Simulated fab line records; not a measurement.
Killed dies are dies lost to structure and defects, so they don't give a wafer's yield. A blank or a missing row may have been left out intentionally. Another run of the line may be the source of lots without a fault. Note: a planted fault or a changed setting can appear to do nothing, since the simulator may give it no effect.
fab line records || flow sky130 || part 2 of 2: steps 31 to 39 of 39
record: {"lots": 5, "wafers": 15, "last_day": 49}
route steps=708 shown METAL2@492 VIA2@507
lots that met no fault: taken from a fault-free run of the same line
start_h: hours from the record's opening day to when the first of the lot's shown wafers began || wait_h: time in hours since the lot's previous step || " same as the row above || L1.1+2: a single row standing in for several wafers || - no value present, or no start provided || * or withheld: withheld || < > ~ a bound
route shown NAME@n: a module of which the file shows steps, and the number in the route of the first || usual: the fault-free wafers' mean and standard deviation || same: alike in all rows || chamber/n: place in a boat || sites: each site's reading || _std_site: the standard deviation of these || _edge_site: the outer-site mean with the inner-site mean subtracted || radius_mm: for every site, how far away it sits from the centre of the wafer || mask NAME#n: copy n || behind: the tool/chamber that last shaped the wafer || hold: cause of the lot's hold/its duration in hours/its outcome || device: the n, p or np transistor that did not switch || end of line: at the end of the route, the tests of the same wafers || where a step has no rows: the recipe by itself || killed: at the first sort, the dies lost to defects and structure; wafer yield is something else || map: dies across one wafer; x = killed, . = not, _ = none there
set.NAME: the run value of the setting; set.NAME@STEP: its run value at that earlier step || model.NAME: the simulator's own value behind a step, which no gauge read
lots at selected steps of the route; one table per step, one row per wafer
services: the hour from which a tool's chamber was out of use, counted from the record's first day as start_h (under 0 if before that day), plus the number of hours and why
== steps ==
step: SKY_VIA2_ETCH_15
recipe: {"target": "SiO2", "chemistry": "C4F8/O2/Ar", "target_depth_nm": 546, "stop_on": "TiN", "mask_material": "KrF-thick", "source_w": 1500, "bias_w": 1200, "pressure_mtorr": 40, "c4f8_flow_sccm": "withheld", "O2_flow_sccm": 6, "Ar_flow_sccm": 300, "time_s": 84}
usual: {"oes_product_au": "0.940/0.0045", "rf_fwd_power_W": "1490/5.1"}
{"lot.wafer": "L076.1", "tool": "rie_diel-01", "chamber": 2, "start_h": 864.61, "wait_h": 0.0, "oes_product_au": 0.935, "rf_fwd_power_W": 1497, "rf_hours_counter_h": 12}
{"lot.wafer": "L076.2", "tool": "rie_diel-01", "chamber": 1, "start_h": 864.61, "wait_h": 0.0, "oes_product_au": 0.936, "rf_fwd_power_W": 1496, "rf_hours_counter_h": 3}
{"lot.wafer": "L076.4", "tool": "rie_diel-01", "chamber": 0, "start_h": 864.61, "wait_h": 0.0, "oes_product_au": 0.940, "rf_fwd_power_W": 1495, "rf_hours_counter_h": 6}
{"lot.wafer": "L083.1", "tool": "rie_diel-01", "chamber": 1, "start_h": 914.84, "wait_h": 0.0, "oes_product_au": 0.943, "rf_fwd_power_W": 1491, "rf_hours_counter_h": 4}
{"lot.wafer": "L083.4", "tool": "rie_diel-01", "chamber": 3, "start_h": 914.84, "wait_h": 0.0, "oes_product_au": 0.935, "rf_fwd_power_W": 1492, "rf_hours_counter_h": 14}
{"lot.wafer": "L083.6", "tool": "rie_diel-01", "chamber": 1, "start_h": 914.84, "wait_h": 0.0, "oes_product_au": 0.941, "rf_fwd_power_W": 1495, "rf_hours_counter_h": "-"}
{"lot.wafer": "L085.1", "tool": "rie_diel-04", "chamber": 0, "start_h": 935.33, "wait_h": 0.0, "oes_product_au": 0.941, "rf_fwd_power_W": 1483, "rf_hours_counter_h": 7}
{"lot.wafer": "L085.2", "tool": "rie_diel-04", "chamber": 3, "start_h": 935.33, "wait_h": 0.0, "oes_product_au": 0.940, "rf_fwd_power_W": 1486, "rf_hours_counter_h": 14}
{"lot.wafer": "L085.5", "tool": "rie_diel-04", "chamber": 1, "start_h": 935.33, "wait_h": 0.0, "oes_product_au": 0.937, "rf_fwd_power_W": 1489, "rf_hours_counter_h": "-"}
{"lot.wafer": "L091.2", "tool": "rie_diel-01", "chamber": 1, "start_h": 972.99, "wait_h": 0.0, "oes_product_au": 0.942, "rf_fwd_power_W": 1493, "rf_hours_counter_h": 5}
{"lot.wafer": "L091.5", "tool": "rie_diel-01", "chamber": 3, "start_h": 972.99, "wait_h": 0.0, "oes_product_au": 0.937, "rf_fwd_power_W": 1487, "rf_hours_counter_h": "-"}
{"lot.wafer": "L091.6", "tool": "rie_diel-01", "chamber": 2, "start_h": 972.99, "wait_h": 0.0, "oes_product_au": 0.938, "rf_fwd_power_W": 1487, "rf_hours_counter_h": "-"}
{"lot.wafer": "L094.2", "tool": "rie_diel-04", "chamber": 3, "start_h": 991.33, "wait_h": 0.0, "oes_product_au": 0.939, "rf_fwd_power_W": 1484, "rf_hours_counter_h": 15}
{"lot.wafer": "L094.3", "tool": "rie_diel-04", "chamber": 1, "start_h": 991.33, "wait_h": 0.0, "oes_product_au": 0.944, "rf_fwd_power_W": 1484, "rf_hours_counter_h": 27}
{"lot.wafer": "L094.6", "tool": "rie_diel-04", "chamber": 3, "start_h": 991.33, "wait_h": 0.0, "oes_product_au": 0.942, "rf_fwd_power_W": 1482, "rf_hours_counter_h": "-"}
step: SKY_VIA2_STRIP_16
recipe: {"chemistry": "O2/N2", "power_w": 1400, "pressure_mtorr": 1500, "platen_temp_c": "withheld", "o2_flow_sccm": 3000, "n2_flow_sccm": 300, "overash_fraction": 0.5}
usual: {"drypump_motor_current_A": "5.8/0.43", "n2_flow_sccm": "299.9/0.99", "oes_product_au": "0.399/0.0052", "strip_time_to_endpoint_s": "4.06/0.031"}
{"lot.wafer": "L076.1", "tool": "plasma_asher-04", "chamber": 1, "start_h": 864.68, "wait_h": 0.0, "drypump_motor_current_A": 5.9, "n2_flow_sccm": 297.6, "oes_product_au": 0.398, "rf_hours_counter_h": 44, "strip_time_to_endpoint_s": 4.06}
{"lot.wafer": "L076.2", "tool": "plasma_asher-04", "chamber": 0, "start_h": 864.68, "wait_h": 0.0, "drypump_motor_current_A": 5.6, "n2_flow_sccm": 301.4, "oes_product_au": 0.402, "rf_hours_counter_h": 44, "strip_time_to_endpoint_s": 4.06}
{"lot.wafer": "L076.4", "tool": "plasma_asher-04", "chamber": 0, "start_h": 864.68, "wait_h": 0.0, "drypump_motor_current_A": 5.6, "n2_flow_sccm": 300.3, "oes_product_au": 0.388, "rf_hours_counter_h": "-", "strip_time_to_endpoint_s": 4.04}
{"lot.wafer": "L083.1", "tool": "plasma_asher-03", "chamber": 0, "start_h": 914.90, "wait_h": 0.0, "drypump_motor_current_A": 6.2, "n2_flow_sccm": 300.5, "oes_product_au": 0.397, "rf_hours_counter_h": 79, "strip_time_to_endpoint_s": 4.02}
{"lot.wafer": "L083.4", "tool": "plasma_asher-03", "chamber": 0, "start_h": 914.90, "wait_h": 0.0, "drypump_motor_current_A": 6.3, "n2_flow_sccm": 300.7, "oes_product_au": 0.397, "rf_hours_counter_h": "-", "strip_time_to_endpoint_s": 4.02}
{"lot.wafer": "L083.6", "tool": "plasma_asher-03", "chamber": 1, "start_h": 914.90, "wait_h": 0.0, "drypump_motor_current_A": 5.8, "n2_flow_sccm": 298.3, "oes_product_au": 0.395, "rf_hours_counter_h": "-", "strip_time_to_endpoint_s": 4.01}
{"lot.wafer": "L085.1", "tool": "plasma_asher-03", "chamber": 0, "start_h": 935.39, "wait_h": 0.0, "drypump_motor_current_A": 6.1, "n2_flow_sccm": 300.1, "oes_product_au": 0.402, "rf_hours_counter_h": 81, "strip_time_to_endpoint_s": 4.06}
{"lot.wafer": "L085.2", "tool": "plasma_asher-03", "chamber": 1, "start_h": 935.39, "wait_h": 0.0, "drypump_motor_current_A": 5.8, "n2_flow_sccm": 301.5, "oes_product_au": 0.408, "rf_hours_counter_h": 81, "strip_time_to_endpoint_s": 4.08}
{"lot.wafer": "L085.5", "tool": "plasma_asher-03", "chamber": 0, "start_h": 935.39, "wait_h": 0.0, "drypump_motor_current_A": 6.2, "n2_flow_sccm": 300.2, "oes_product_au": 0.405, "rf_hours_counter_h": "-", "strip_time_to_endpoint_s": 4.07}
{"lot.wafer": "L091.2", "tool": "plasma_asher-04", "chamber": 0, "start_h": 973.05, "wait_h": 0.0, "drypump_motor_current_A": 5.5, "n2_flow_sccm": 300.3, "oes_product_au": 0.392, "rf_hours_counter_h": 55, "strip_time_to_endpoint_s": 4.05}
{"lot.wafer": "L091.5", "tool": "plasma_asher-04", "chamber": 0, "start_h": 973.05, "wait_h": 0.0, "drypump_motor_current_A": 5.6, "n2_flow_sccm": 299.9, "oes_product_au": 0.392, "rf_hours_counter_h": "-", "strip_time_to_endpoint_s": 4.02}
{"lot.wafer": "L091.6", "tool": "plasma_asher-04", "chamber": 1, "start_h": 973.05, "wait_h": 0.0, "drypump_motor_current_A": 5.9, "n2_flow_sccm": 299.9, "oes_product_au": 0.401, "rf_hours_counter_h": "-", "strip_time_to_endpoint_s": 4.03}
{"lot.wafer": "L094.2", "tool": "plasma_asher-04", "chamber": 0, "start_h": 991.39, "wait_h": 0.0, "drypump_motor_current_A": 5.6, "n2_flow_sccm": 299.6, "oes_product_au": 0.398, "rf_hours_counter_h": 56, "strip_time_to_endpoint_s": 4.12}
{"lot.wafer": "L094.3", "tool": "plasma_asher-04", "chamber": 1, "start_h": 991.39, "wait_h": 0.0, "drypump_motor_current_A": 5.9, "n2_flow_sccm": 300.6, "oes_product_au": 0.406, "rf_hours_counter_h": "-", "strip_time_to_endpoint_s": 4.10}
{"lot.wafer": "L094.6", "tool": "plasma_asher-04", "chamber": 0, "start_h": 991.39, "wait_h": 0.0, "drypump_motor_current_A": 5.6, "n2_flow_sccm": 298.5, "oes_product_au": 0.409, "rf_hours_counter_h": "-", "strip_time_to_endpoint_s": 4.12}
step: SKY_VIA2_STRIP_17
recipe: {"chemistry": "post_etch_residue_remover", "time_s": 1200, "temp_c": 72.5}
usual: {"bath_heat_duty_pct": "15.4/1.7"}
{"lot.wafer": "L076.1", "tool": "wet_bench-01", "chamber": 1, "start_h": 864.78, "wait_h": 0.1, "bath_heat_duty_pct": 13.0}
{"lot.wafer": "L076.2", "tool": "wet_bench-01", "chamber": 1, "start_h": 864.78, "wait_h": 0.1, "bath_heat_duty_pct": 13.5}
{"lot.wafer": "L076.4", "tool": "wet_bench-01", "chamber": 1, "start_h": 864.78, "wait_h": 0.1, "bath_heat_duty_pct": 13.1}
{"lot.wafer": "L083.1", "tool": "wet_bench-04", "chamber": 2, "start_h": 915.00, "wait_h": 0.1, "bath_heat_duty_pct": 15.1}
{"lot.wafer": "L083.4", "tool": "wet_bench-04", "chamber": 2, "start_h": 915.00, "wait_h": 0.1, "bath_heat_duty_pct": 14.5}
{"lot.wafer": "L083.6", "tool": "wet_bench-04", "chamber": 2, "start_h": 915.00, "wait_h": 0.1, "bath_heat_duty_pct": 14.6}
{"lot.wafer": "L085.1", "tool": "wet_bench-04", "chamber": 1, "start_h": 935.49, "wait_h": 0.1, "bath_heat_duty_pct": 17.3}
{"lot.wafer": "L085.2", "tool": "wet_bench-04", "chamber": 1, "start_h": 935.49, "wait_h": 0.1, "bath_heat_duty_pct": 17.5}
{"lot.wafer": "L085.5", "tool": "wet_bench-04", "chamber": 1, "start_h": 935.49, "wait_h": 0.1, "bath_heat_duty_pct": 18.0}
{"lot.wafer": "L091.2", "tool": "wet_bench-04", "chamber": 3, "start_h": 973.15, "wait_h": 0.1, "bath_heat_duty_pct": 15.5}
{"lot.wafer": "L091.5", "tool": "wet_bench-04", "chamber": 3, "start_h": 973.15, "wait_h": 0.1, "bath_heat_duty_pct": 16.5}
{"lot.wafer": "L091.6", "tool": "wet_bench-04", "chamber": 3, "start_h": 973.15, "wait_h": 0.1, "bath_heat_duty_pct": 15.0}
{"lot.wafer": "L094.2", "tool": "wet_bench-01", "chamber": 1, "start_h": 991.49, "wait_h": 0.1, "bath_heat_duty_pct": 14.3}
{"lot.wafer": "L094.3", "tool": "wet_bench-01", "chamber": 1, "start_h": 991.49, "wait_h": 0.1, "bath_heat_duty_pct": 13.8}
{"lot.wafer": "L094.6", "tool": "wet_bench-01", "chamber": 1, "start_h": 991.49, "wait_h": 0.1, "bath_heat_duty_pct": 12.8}
step: SKY_VIA2_CLEAN_18
recipe: {"chemistry": "IPA", "time_s": 180, "temp_c": 25}
usual: {"bath_heat_duty_pct": "6.4/0.89"}
{"lot.wafer": "L076.1", "tool": "wet_bench-02", "chamber": 1, "start_h": 865.12, "wait_h": 0.0, "bath_heat_duty_pct": 5.9}
{"lot.wafer": "L076.2", "tool": "wet_bench-02", "chamber": 1, "start_h": 865.12, "wait_h": 0.0, "bath_heat_duty_pct": 6.1}
{"lot.wafer": "L076.4", "tool": "wet_bench-02", "chamber": 1, "start_h": 865.12, "wait_h": 0.0, "bath_heat_duty_pct": 5.6}
{"lot.wafer": "L083.1", "tool": "wet_bench-02", "chamber": 0, "start_h": 915.34, "wait_h": 0.0, "bath_heat_duty_pct": 8.0}
{"lot.wafer": "L083.4", "tool": "wet_bench-02", "chamber": 0, "start_h": 915.34, "wait_h": 0.0, "bath_heat_duty_pct": 6.4}
{"lot.wafer": "L083.6", "tool": "wet_bench-02", "chamber": 0, "start_h": 915.34, "wait_h": 0.0, "bath_heat_duty_pct": 7.9}
{"lot.wafer": "L085.1", "tool": "wet_bench-02", "chamber": 3, "start_h": 935.83, "wait_h": 0.0, "bath_heat_duty_pct": 6.5}
{"lot.wafer": "L085.2", "tool": "wet_bench-02", "chamber": 3, "start_h": 935.83, "wait_h": 0.0, "bath_heat_duty_pct": 5.9}
{"lot.wafer": "L085.5", "tool": "wet_bench-02", "chamber": 3, "start_h": 935.83, "wait_h": 0.0, "bath_heat_duty_pct": 6.2}
{"lot.wafer": "L091.2", "tool": "wet_bench-02", "chamber": 1, "start_h": 973.52, "wait_h": 0.0, "bath_heat_duty_pct": 5.8}
{"lot.wafer": "L091.5", "tool": "wet_bench-02", "chamber": 1, "start_h": 973.52, "wait_h": 0.0, "bath_heat_duty_pct": 6.6}
{"lot.wafer": "L091.6", "tool": "wet_bench-02", "chamber": 1, "start_h": 973.52, "wait_h": 0.0, "bath_heat_duty_pct": 6.9}
{"lot.wafer": "L094.2", "tool": "wet_bench-02", "chamber": 1, "start_h": 991.83, "wait_h": 0.0, "bath_heat_duty_pct": 6.1}
{"lot.wafer": "L094.3", "tool": "wet_bench-02", "chamber": 1, "start_h": 991.83, "wait_h": 0.0, "bath_heat_duty_pct": 5.9}
{"lot.wafer": "L094.6", "tool": "wet_bench-02", "chamber": 1, "start_h": 991.83, "wait_h": 0.0, "bath_heat_duty_pct": 6.4}
step: SKY_VIA2_CLEAN_19
recipe: {"chemistry": "O3/DIW", "dry": "n2_spin"}
{"lot.wafer": "L076.1+2+4", "tool": "wet_bench-01", "chamber": 0, "start_h": 865.18, "wait_h": 0.0}
{"lot.wafer": "L083.1+4+6", "tool": "wet_bench-01", "chamber": 3, "start_h": 915.40, "wait_h": 0.0}
{"lot.wafer": "L085.1+2+5", "tool": "wet_bench-01", "chamber": 0, "start_h": 935.89, "wait_h": 0.0}
{"lot.wafer": "L091.2+5+6", "tool": "wet_bench-04", "chamber": 1, "start_h": 973.58, "wait_h": 0.0}
{"lot.wafer": "L094.2+3+6", "tool": "wet_bench-04", "chamber": 2, "start_h": 991.89, "wait_h": 0.0}
step: SKY_VIA2_SPUTTER_20
recipe: {"material": "TiN", "target_thk_nm": 20, "chamber_pressure_pa": 5, "power_w": 4000, "time_s": 80}
usual: {"throttle_valve_pct": "29.5/1.1"}
{"lot.wafer": "L076.1", "tool": "pvd_sputter-01", "chamber": "-", "start_h": 865.27, "wait_h": 0.0, "throttle_valve_pct": 27.9}
{"lot.wafer": "L076.2", "tool": "pvd_sputter-01", "chamber": "-", "start_h": 865.27, "wait_h": 0.0, "throttle_valve_pct": 29.2}
{"lot.wafer": "L076.4", "tool": "pvd_sputter-01", "chamber": "-", "start_h": 865.27, "wait_h": 0.0, "throttle_valve_pct": 29.6}
{"lot.wafer": "L083.1", "tool": "pvd_sputter-02", "chamber": "-", "start_h": 915.49, "wait_h": 0.0, "throttle_valve_pct": 28.0}
{"lot.wafer": "L083.4", "tool": "pvd_sputter-02", "chamber": "-", "start_h": 915.49, "wait_h": 0.0, "throttle_valve_pct": 29.8}
{"lot.wafer": "L083.6", "tool": "pvd_sputter-02", "chamber": "-", "start_h": 915.49, "wait_h": 0.0, "throttle_valve_pct": 28.8}
{"lot.wafer": "L085.1", "tool": "pvd_sputter-03", "chamber": "-", "start_h": 936.07, "wait_h": 0.0, "throttle_valve_pct": 29.1}
{"lot.wafer": "L085.2", "tool": "pvd_sputter-03", "chamber": "-", "start_h": 936.07, "wait_h": 0.0, "throttle_valve_pct": 31.5}
{"lot.wafer": "L085.5", "tool": "pvd_sputter-03", "chamber": "-", "start_h": 936.07, "wait_h": 0.0, "throttle_valve_pct": 31.0}
{"lot.wafer": "L091.2", "tool": "pvd_sputter-01", "chamber": "-", "start_h": 973.68, "wait_h": 0.0, "throttle_valve_pct": 29.2}
{"lot.wafer": "L091.5", "tool": "pvd_sputter-01", "chamber": "-", "start_h": 973.68, "wait_h": 0.0, "throttle_valve_pct": 29.6}
{"lot.wafer": "L091.6", "tool": "pvd_sputter-01", "chamber": "-", "start_h": 973.68, "wait_h": 0.0, "throttle_valve_pct": 29.1}
{"lot.wafer": "L094.2", "tool": "pvd_sputter-01", "chamber": "-", "start_h": 991.99, "wait_h": 0.0, "throttle_valve_pct": 28.8}
{"lot.wafer": "L094.3", "tool": "pvd_sputter-01", "chamber": "-", "start_h": 991.99, "wait_h": 0.0, "throttle_valve_pct": 27.8}
{"lot.wafer": "L094.6", "tool": "pvd_sputter-01", "chamber": "-", "start_h": 991.99, "wait_h": 0.0, "throttle_valve_pct": 28.6}
step: SKY_VIA2_CVD_21
recipe: {"material": "W", "target_thk_nm": 420, "time_s": 126.4, "temp_c": 400, "pressure_torr": 40}
usual: {"chamber_pressure_Torr": "40.00/0.087", "heater_power_w": "801/58"}
{"lot.wafer": "L076.1", "tool": "cvd_w-02", "chamber": 0, "start_h": 865.33, "wait_h": 0.0, "chamber_pressure_Torr": 39.99, "heater_power_w": 754, "since_wet_clean_h": 961}
{"lot.wafer": "L076.2", "tool": "cvd_w-02", "chamber": 1, "start_h": 865.33, "wait_h": 0.0, "chamber_pressure_Torr": 40.07, "heater_power_w": 902, "since_wet_clean_h": 961}
{"lot.wafer": "L076.4", "tool": "cvd_w-02", "chamber": 1, "start_h": 865.33, "wait_h": 0.0, "chamber_pressure_Torr": 40.01, "heater_power_w": 913, "since_wet_clean_h": "-"}
{"lot.wafer": "L083.1", "tool": "cvd_w-01", "chamber": 0, "start_h": 915.55, "wait_h": 0.0, "chamber_pressure_Torr": 40.06, "heater_power_w": 776, "since_wet_clean_h": 512}
{"lot.wafer": "L083.4", "tool": "cvd_w-01", "chamber": 1, "start_h": 915.55, "wait_h": 0.0, "chamber_pressure_Torr": 39.84, "heater_power_w": 827, "since_wet_clean_h": "-"}
{"lot.wafer": "L083.6", "tool": "cvd_w-01", "chamber": 0, "start_h": 915.55, "wait_h": 0.0, "chamber_pressure_Torr": 39.96, "heater_power_w": 781, "since_wet_clean_h": "-"}
{"lot.wafer": "L085.1", "tool": "cvd_w-01", "chamber": 0, "start_h": 936.14, "wait_h": 0.0, "chamber_pressure_Torr": 39.91, "heater_power_w": 794, "since_wet_clean_h": 532}
{"lot.wafer": "L085.2", "tool": "cvd_w-01", "chamber": 1, "start_h": 936.14, "wait_h": 0.0, "chamber_pressure_Torr": 39.97, "heater_power_w": 794, "since_wet_clean_h": 532}
{"lot.wafer": "L085.5", "tool": "cvd_w-01", "chamber": 1, "start_h": 936.14, "wait_h": 0.0, "chamber_pressure_Torr": 39.90, "heater_power_w": 834, "since_wet_clean_h": "-"}
{"lot.wafer": "L091.2", "tool": "cvd_w-02", "chamber": 0, "start_h": 973.74, "wait_h": 0.0, "chamber_pressure_Torr": 39.98, "heater_power_w": 693, "since_wet_clean_h": 56}
{"lot.wafer": "L091.5", "tool": "cvd_w-02", "chamber": 1, "start_h": 973.74, "wait_h": 0.0, "chamber_pressure_Torr": 39.92, "heater_power_w": 924, "since_wet_clean_h": "-"}
{"lot.wafer": "L091.6", "tool": "cvd_w-02", "chamber": 0, "start_h": 973.74, "wait_h": 0.0, "chamber_pressure_Torr": 39.94, "heater_power_w": 708, "since_wet_clean_h": "-"}
{"lot.wafer": "L094.2", "tool": "cvd_w-02", "chamber": 0, "start_h": 992.06, "wait_h": 0.0, "chamber_pressure_Torr": 40.02, "heater_power_w": 710, "since_wet_clean_h": 74}
{"lot.wafer": "L094.3", "tool": "cvd_w-02", "chamber": 1, "start_h": 992.06, "wait_h": 0.0, "chamber_pressure_Torr": 40.07, "heater_power_w": 866, "since_wet_clean_h": "-"}
{"lot.wafer": "L094.6", "tool": "cvd_w-02", "chamber": 1, "start_h": 992.06, "wait_h": 0.0, "chamber_pressure_Torr": 40.04, "heater_power_w": 903, "since_wet_clean_h": "-"}
step: SKY_VIA2_RS_MEAS_22
recipe: {"thk_meas_gauge": "four-point-probe", "reads": "W_of_VIA2_CVD_21+TiN_of_VIA2_SPUTTER_20"}
usual: {"VIA2_W_RS": "0.271/0.0043"}
{"lot.wafer": "L076.1", "tool": "film_metro-04", "chamber": "-", "start_h": 865.46, "wait_h": 0.1, "VIA2_W_RS[ohm/sq]": 0.276}
{"lot.wafer": "L076.2", "tool": "film_metro-04", "chamber": "-", "start_h": 865.46, "wait_h": 0.1, "VIA2_W_RS[ohm/sq]": 0.272}
{"lot.wafer": "L076.4", "tool": "film_metro-04", "chamber": "-", "start_h": 865.46, "wait_h": 0.1, "VIA2_W_RS[ohm/sq]": 0.272}
{"lot.wafer": "L083.1", "tool": "film_metro-01", "chamber": "-", "start_h": 915.68, "wait_h": 0.1, "VIA2_W_RS[ohm/sq]": 0.269}
{"lot.wafer": "L083.4", "tool": "film_metro-01", "chamber": "-", "start_h": 915.68, "wait_h": 0.1, "VIA2_W_RS[ohm/sq]": 0.273}
{"lot.wafer": "L083.6", "tool": "film_metro-01", "chamber": "-", "start_h": 915.68, "wait_h": 0.1, "VIA2_W_RS[ohm/sq]": 0.269}
{"lot.wafer": "L085.1", "tool": "film_metro-03", "chamber": "-", "start_h": 936.27, "wait_h": 0.1, "VIA2_W_RS[ohm/sq]": 0.263}
{"lot.wafer": "L085.2", "tool": "film_metro-03", "chamber": "-", "start_h": 936.27, "wait_h": 0.1, "VIA2_W_RS[ohm/sq]": 0.272}
{"lot.wafer": "L085.5", "tool": "film_metro-03", "chamber": "-", "start_h": 936.27, "wait_h": 0.1, "VIA2_W_RS[ohm/sq]": 0.272}
{"lot.wafer": "L091.2", "tool": "film_metro-03", "chamber": "-", "start_h": 973.89, "wait_h": 0.1, "VIA2_W_RS[ohm/sq]": 0.271}
{"lot.wafer": "L091.5", "tool": "film_metro-03", "chamber": "-", "start_h": 973.89, "wait_h": 0.1, "VIA2_W_RS[ohm/sq]": 0.265}
{"lot.wafer": "L091.6", "tool": "film_metro-03", "chamber": "-", "start_h": 973.89, "wait_h": 0.1, "VIA2_W_RS[ohm/sq]": 0.271}
{"lot.wafer": "L094.2", "tool": "film_metro-04", "chamber": "-", "start_h": 992.21, "wait_h": 0.1, "VIA2_W_RS[ohm/sq]": 0.277}
{"lot.wafer": "L094.3", "tool": "film_metro-04", "chamber": "-", "start_h": 992.21, "wait_h": 0.1, "VIA2_W_RS[ohm/sq]": 0.270}
{"lot.wafer": "L094.6", "tool": "film_metro-04", "chamber": "-", "start_h": 992.21, "wait_h": 0.1, "VIA2_W_RS[ohm/sq]": 0.269}
step: SKY_VIA2_THK_MEAS_23
recipe: {"thk_meas_gauge": "xrf", "reads": "W_of_VIA2_CVD_21"}
usual: {"VIA2_W_THK": "429/7.5"}
{"lot.wafer": "L076.1", "tool": "film_metro-04", "chamber": "-", "start_h": 865.58, "wait_h": 0.1, "VIA2_W_THK[nm]": 419}
{"lot.wafer": "L076.2", "tool": "film_metro-04", "chamber": "-", "start_h": 865.58, "wait_h": 0.1, "VIA2_W_THK[nm]": 426}
{"lot.wafer": "L076.4", "tool": "film_metro-04", "chamber": "-", "start_h": 865.58, "wait_h": 0.1, "VIA2_W_THK[nm]": 424}
{"lot.wafer": "L083.1", "tool": "film_metro-01", "chamber": "-", "start_h": 915.80, "wait_h": 0.1, "VIA2_W_THK[nm]": 440}
{"lot.wafer": "L083.4", "tool": "film_metro-01", "chamber": "-", "start_h": 915.80, "wait_h": 0.1, "VIA2_W_THK[nm]": 431}
{"lot.wafer": "L083.6", "tool": "film_metro-01", "chamber": "-", "start_h": 915.80, "wait_h": 0.1, "VIA2_W_THK[nm]": 438}
{"lot.wafer": "L085.1", "tool": "film_metro-03", "chamber": "-", "start_h": 936.39, "wait_h": 0.1, "VIA2_W_THK[nm]": 434}
{"lot.wafer": "L085.2", "tool": "film_metro-03", "chamber": "-", "start_h": 936.39, "wait_h": 0.1, "VIA2_W_THK[nm]": 420}
{"lot.wafer": "L085.5", "tool": "film_metro-03", "chamber": "-", "start_h": 936.39, "wait_h": 0.1, "VIA2_W_THK[nm]": 421}
{"lot.wafer": "L091.2", "tool": "film_metro-03", "chamber": "-", "start_h": 974.00, "wait_h": 0.1, "VIA2_W_THK[nm]": 425}
{"lot.wafer": "L091.5", "tool": "film_metro-03", "chamber": "-", "start_h": 974.00, "wait_h": 0.1, "VIA2_W_THK[nm]": 434}
{"lot.wafer": "L091.6", "tool": "film_metro-03", "chamber": "-", "start_h": 974.00, "wait_h": 0.1, "VIA2_W_THK[nm]": 425}
{"lot.wafer": "L094.2", "tool": "film_metro-04", "chamber": "-", "start_h": 992.32, "wait_h": 0.1, "VIA2_W_THK[nm]": 422}
{"lot.wafer": "L094.3", "tool": "film_metro-04", "chamber": "-", "start_h": 992.32, "wait_h": 0.1, "VIA2_W_THK[nm]": 432}
{"lot.wafer": "L094.6", "tool": "film_metro-04", "chamber": "-", "start_h": 992.32, "wait_h": 0.1, "VIA2_W_THK[nm]": 435}
== services ==
{"tool": "krf_scanner-02", "chamber": "-", "start_h": 815.30, "hours": 0.8, "kind": "pm"}
{"tool": "rie_diel-01", "chamber": "-", "start_h": 819.23, "hours": 2.8, "kind": "pm"}
{"tool": "krf_scanner-02", "chamber": "-", "start_h": 822.85, "hours": 1.3, "kind": "pm"}
{"tool": "rie_diel-01", "chamber": 3, "start_h": 822.93, "hours": 11.5, "kind": "repair"}
{"tool": "cvd_w-02", "chamber": "-", "start_h": 851.63, "hours": 0.8, "kind": "repair"}
{"tool": "rie_diel-01", "chamber": 1, "start_h": 854.74, "hours": 9.0, "kind": "repair"}
{"tool": "wet_bench-01", "chamber": "-", "start_h": 858.08, "hours": 3.5, "kind": "repair"}
{"tool": "wet_bench-03", "chamber": "-", "start_h": 869.18, "hours": 27.0, "kind": "pm"}
{"tool": "cmp-01", "chamber": "-", "start_h": 874.98, "hours": 3.9, "kind": "repair"}
{"tool": "krf_scanner-01", "chamber": "-", "start_h": 877.38, "hours": 1.0, "kind": "pm"}
{"tool": "krf_scanner-02", "chamber": "-", "start_h": 878.38, "hours": 4.0, "kind": "pm"}
{"tool": "rie_diel-04", "chamber": "-", "start_h": 892.11, "hours": 28.1, "kind": "pm"}
{"tool": "krf_scanner-02", "chamber": "-", "start_h": 903.94, "hours": 0.5, "kind": "repair"}
{"tool": "rie_metal-04", "chamber": "-", "start_h": 904.11, "hours": 0.2, "kind": "repair"}
{"tool": "rie_diel-01", "chamber": 3, "start_h": 917.23, "hours": 13.5, "kind": "repair"}
{"tool": "rie_diel-01", "chamber": 0, "start_h": 921.76, "hours": 1.3, "kind": "repair"}
{"tool": "rie_metal-04", "chamber": "-", "start_h": 928.18, "hours": 2.5, "kind": "repair"}
{"tool": "rie_diel-04", "chamber": 0, "start_h": 937.20, "hours": 15.7, "kind": "repair"}
{"tool": "rie_diel-04", "chamber": 3, "start_h": 944.74, "hours": 5.1, "kind": "repair"}
{"tool": "krf_scanner-02", "chamber": "-", "start_h": 948.77, "hours": 3.6, "kind": "pm"}
{"tool": "krf_scanner-02", "chamber": "-", "start_h": 952.32, "hours": 1.0, "kind": "pm"}
{"tool": "rie_diel-04", "chamber": 3, "start_h": 957.27, "hours": 6.1, "kind": "repair"}
{"tool": "rie_metal-04", "chamber": "-", "start_h": 980.25, "hours": 7.6, "kind": "repair"}
{"tool": "krf_scanner-02", "chamber": "-", "start_h": 984.10, "hours": 0.8, "kind": "pm"}
